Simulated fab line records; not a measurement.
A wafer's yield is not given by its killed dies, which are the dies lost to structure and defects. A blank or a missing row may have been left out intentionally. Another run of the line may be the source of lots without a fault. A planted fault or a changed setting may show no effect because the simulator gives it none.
A lot that was struck, set against a sound lot | flow sky130 | 18 out of 708 route steps
Sound: the wafers L620.3, L620.4, L620.6. Struck: wafer L634.2 (left out: L634.4, L634.5 of the same lot, which were not struck); the cause appears at the end.
For every step that has rows: the tool of each side, followed by ch and its chambers, followed by its first start. Under that, the readings that differ: sound wafers | struck wafers | difference of the means | sigmas: that difference in standard deviations of wafers without a fault.
alike: words and numbers the same on both sides, and readings whose means are apart by under 2 such deviations; not compared: readings that were withheld, readings missing a value for some wafer, numbers with overlapping values and no deviation given by the record, and bounds like >300 which may hide the same value.
The two part at a step that has a row with sigmas, a row that says differs or no value, or rows on one side only. Non-overlapping numbers with no deviation appear without sigmas and do not part them. A reading missing from all wafers of one side parts the sides only when that side holds two or more wafers.

SKY_CONTACT_CMP_04: polishes SiO2.
  sound on cmp-01 ch 0,1,2, day 30 21:05; struck on cmp-01 ch 0, day 35 04:21
reading             | sound    | struck | difference | sigmas
timeToEndpointS (s) | 96 86 96 | 84     | -9         | -2
  alike: edgeZonePressureFrac, motorCurrentA
SKY_CONTACT_BOW_MEAS_05:
  sound: filmMetro-03 at day 30 21:19; struck: filmMetro-01 at day 35 04:37
  alike: CONTACT_BOW
then, 8 steps without rows for these wafers: SKY_CONTACT_DEHYDRATE_06 (time 60 s); SKY_CONTACT_HMDS_07 (prime time 60 s); SKY_CONTACT_COAT_08 (resist thk 60 nm); SKY_CONTACT_COAT_09 (resist thk 450 nm); SKY_CONTACT_SOFTBAKE_10 (time 90 s); SKY_CONTACT_EXPOSE_11 (exposes mask CTM1, target cd 170 nm); SKY_CONTACT_PEB_12; SKY_CONTACT_DEVELOP_13 (develop time 60 s).
SKY_CONTACT_CD_MEAS_14: target cd 170 nm.
  sound: cdSem-02 at day 32 00:46; struck: cdSem-01 at day 36 05:53
  alike: cdNm
SKY_CONTACT_OVL_MEAS_15:
  sound: overlay-01 at day 32 00:52; struck: overlay-02 at day 36 06:00
  alike: CONTACT_OVL
SKY_CONTACT_ETCH_16: etches BARC in N2/H2, stops on SiO2, time 45.9 s, target depth 60 nm.
  sound on rieDiel-02 ch 1,2,3, day 32 00:53; struck on rieDiel-01 ch 1, day 36 06:02
reading                                       | sound             | struck | difference | sigmas
rfFwdPowerW (W)                               | 495.9 491.2 492.8 | 497.8  | +4.5       | +2
model.KrF-thick_of_CONTACT_COAT_09.thkNm (nm) | 392.4 391.7 390.9 | 367.8  | -23.9      | 
model.CONTACT.cdNm (nm)                       | 166.2 164.1 165.7 | 173.8  | +8.5       | 
  alike: biasW, drypumpMotorCurrentA, oesProductAu, throttleValvePct
  not compared: rfHoursCounterH
SKY_CONTACT_ETCH_17: etches SiO2 in C4F8/O2/Ar, stops on Si3N4, target depth 340 nm.
  sound on rieDiel-02 ch 1,2,3, day 32 00:56; struck on rieDiel-01 ch 1, day 36 06:04
  alike: biasW, oesProductAu, rfFwdPowerW
SKY_CONTACT_ETCH_18: etches Si3N4 in CHF3/O2, stops on TiN, time 39 s, target depth 75 nm.
  sound: rieDiel-02 ch 1,2,3; struck: rieDiel-01 ch 1
reading                                       | sound             | struck | difference | sigmas
rfFwdPowerW (W)                               | 591.7 595.9 592.1 | 597.8  | +4.6       | +2
throttleValvePct (%)                          | 8.800 8.795 8.799 | 8.776  | -0.022     | -3
model.KrF-thick_of_CONTACT_COAT_09.thkNm (nm) | 241.2 241.8 241.4 | 220.4  | -21.1      | 
model.CONTACT.cdNm (nm)                       | 166.3 164.1 165.5 | 173.6  | +8.3       | 
  alike: O2_flow_sccm, biasW, drypumpMotorCurrentA, oesProductAu
  not compared: rfHoursCounterH
SKY_CONTACT_STRIP_19: strips in O2/N2.
  sound on plasmaAsher-03 ch 0,1, day 32 01:03; struck on plasmaAsher-02 ch 1, day 36 06:10
reading                  | sound             | struck | difference                   | sigmas
rfHoursCounterH (h)      | - - -             | 70     | no value on the sound wafers | 
stripTimeToEndpointS (s) | 3.609 3.615 3.606 | 3.378  | -0.232                       | -8
  alike: drypumpMotorCurrentA, oesProductAu
then, 1 step without rows for these wafers: SKY_CONTACT_STRIP_20 (strips in post etch residue remover, time 1200 s).
SKY_PAD_OPEN_PROBE_99:
  sound wafers here have rows in the record (prober-01, day 46 01:31); struck ones have none

WHERE THEY PART
First at SKY_CONTACT_CMP_04; last, within this record, at SKY_PAD_OPEN_PROBE_99.

WHY: whatever the simulator had introduced
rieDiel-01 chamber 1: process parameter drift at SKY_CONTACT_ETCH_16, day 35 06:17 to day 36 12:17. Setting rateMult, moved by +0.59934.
